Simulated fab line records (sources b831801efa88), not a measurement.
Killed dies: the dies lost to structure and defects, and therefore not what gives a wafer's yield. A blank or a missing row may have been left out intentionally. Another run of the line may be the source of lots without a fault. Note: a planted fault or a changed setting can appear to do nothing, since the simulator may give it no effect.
8D (eight disciplines) problem report, filled in by code / flow sfq line / the parts of the form that need people (team, actions taken, sign-off) are left out

## 1. WHAT WENT WRONG
At SFQ_TRILAYER_I3_CMP_CMP_082, time to endpoint s averages 291 s over 3 wafers from 3 lots, while fault-free wafers read 216 s, standard deviation 6.7. Relative to the usual mean, that is a shift of +11 standard deviations.
The step: polishes SiO2.
The first sign was on wafer L257.5 at day 46 10:27, on cmp-01. Wafers with a number at this step in the record: 45, from 15 lots. Rule for "out", or "out of limits": more than 4 standard deviations from the usual mean. The rest of the wafers with a number are treated as sound.

## 2. WHAT IT IS; WHAT IT IS NOT
question=which readings at this step | is=time to endpoint s | is not=motor current A
question=which lots | is=L257, L258, L259 | is not=L249, L250, L251, L252, L253, L254, L255, L256, L267, L268, L271, L272
question=which wafers of those lots | is=L257.5, L258.4, L259.4 | is not=L257.2, L257.3, L258.1, L258.3, L259.1, L259.3
question=read on which tools | is=cmp-01 | is not=cmp-02
question=when | is=from day 46 10:27 | is not=up to then (26 sound wafers); but 16 sound wafers of L258, L259, L267, L268, L271, L272 came after

## 3. WHAT RULES OUT EACH SUSPECT
Counting: if a tool at a process step up to the reading ran every lot that is out, it stays a suspect. Sound lots after the first of them don't rule it out here, since some wafers of a struck lot are sound.
- pecvd-02 at SFQ_TRILAYER_I2_DEP_PECVD_063 (deposits SiO2 from SiH4/N2O, time 111.11 s, target thk 500 nm): kept. It processed each lot that is out (first: L257, day 34 02:41); up to then, its last sound lot is L256 (day 33 09:53).
- cmp-01 at SFQ_TRILAYER_I3_CMP_CMP_082 (polishes SiO2): kept. It processed each lot that is out (first: L257, day 46 08:27); up to then, its last sound lot is L256 (day 45 11:57). Its own time to endpoint s readings are out on those wafers.
Left after counting: pecvd-02 at SFQ_TRILAYER_I2_DEP_PECVD_063, cmp-01 at SFQ_TRILAYER_I3_CMP_CMP_082.

## 4. THE CAUSE (what the simulator had put in)
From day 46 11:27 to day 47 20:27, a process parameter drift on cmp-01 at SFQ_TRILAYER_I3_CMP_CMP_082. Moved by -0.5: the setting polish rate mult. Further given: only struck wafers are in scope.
2 suspects survive the count, and this tool is in that group.

## 5. THE CHAIN OF EFFECTS, in route order
One row per reading whose mean, taken over the struck wafers that have a number, lies over 3 standard deviations from the usual. Scope: only readings with a usual standard deviation given in the record; hours: median across lots of the time from each lot's start at the first step in this table that gives one to its start at this step; sigmas: change in usual standard deviations.
hours=0; step=SFQ_TRILAYER_I3_CMP_CMP_082; reading=time to endpoint s; usual=216 s; on struck wafers=291; change=+75; sigmas=+11
hours=7; step=SFQ_TRILAYER_I3_METRO_MEASURE_083; reading=thk nm; usual=199.6 nm; on struck wafers=308.8; change=+109.2; sigmas=+99 or more
hours=14; step=SFQ_TRILAYER_I3_VIA_ETCH_VIA_ETCH_088; reading=oes product au; usual=0.853 a.u.; on struck wafers=0.994; change=+0.141; sigmas=+26
Here are the process steps it includes:
- SFQ_TRILAYER_I3_CMP_CMP_082: polishes SiO2.
- SFQ_TRILAYER_I3_METRO_MEASURE_083
- SFQ_TRILAYER_I3_VIA_ETCH_VIA_ETCH_088: etches SiO2 in CHF3, stops on Nb, target depth 260 nm.
Later measuring or inspecting steps at which every struck wafer that the step has a row for has a number for every such reading, and none has moved that far: SFQ_I3_BOW_MEAS_922.

## 6. WHAT WOULD HAVE CAUGHT IT SOONER
In this record the first reading out of limits was taken at day 46 10:27.
